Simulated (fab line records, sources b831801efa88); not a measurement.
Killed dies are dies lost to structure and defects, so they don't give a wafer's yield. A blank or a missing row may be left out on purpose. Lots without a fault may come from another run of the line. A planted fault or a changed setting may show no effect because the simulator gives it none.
Chamber matching | flow sky130 | SKY_LI_CONTACT_CMP_24 on cmp-01: 4 sister chambers
The step polishes, stops on PSG, t overpolish 20 s, target thk 0 nm. 8 wafers are shown with their chamber, then 7 later ones without.

WAFERS WITH THEIR CHAMBER
wafer  | chamber | motor_current_A (A) | time_to_endpoint_s (s)
L678.5 | 3       | 11.1                | 94
L679.3 | 1       | 10.7                | 100
L690.1 | 3       | 10.9                | 97
L692.1 | 0       | 12.7                | 94
L692.2 | 1       | 10.5                | 95
L692.4 | 2       | 12.3                | 96
L693.1 | 2       | 12.7                | 95
L693.2 | 0       | 12.4                | 95

WAFERS WITHOUT THEIR CHAMBER
wafer  | motor_current_A (A) | time_to_endpoint_s (s)
L693.3 | 10.4                | 99
L694.2 | 11.0                | 93
L694.3 | 13.1                | 95
L694.4 | 13.0                | 95
L695.2 | 10.7                | 95
L695.5 | 10.8                | 93
L695.6 | 11.9                | 96

WHICH CHAMBER EACH WENT THROUGH
wafer  | from the rows above          | in truth
L693.3 | 1                            | 1
L694.2 | can't be placed: 3 or 1      | 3
L694.3 | can't be placed: 0 or 2      | 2
L694.4 | can't be placed: 0 or 2      | 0
L695.2 | can't be placed: 1 or 3      | 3
L695.5 | can't be placed: 3 or 1      | 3
L695.6 | can't be placed: 2 or 0 or 3 | 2
Placed correctly: 1 of 7. Can't be placed from these rows: 6 (the true chamber is among the candidates in 6). Placed wrongly: 0.
How it was worked out, from the rows above alone: a wafer's distance from a chamber is the root of the sum, over the readings, of the square of ((its reading less the chamber's mean) divided by the reading's scatter). The wafer belongs to the nearest chamber; if the next one is less than 2 further off, it can't be placed. A chamber's mean is the mean of its shown wafers. The scatter: the root of (the sum of the squares of (reading less its chamber's mean) over the shown wafers, divided by (wafers less chambers)).
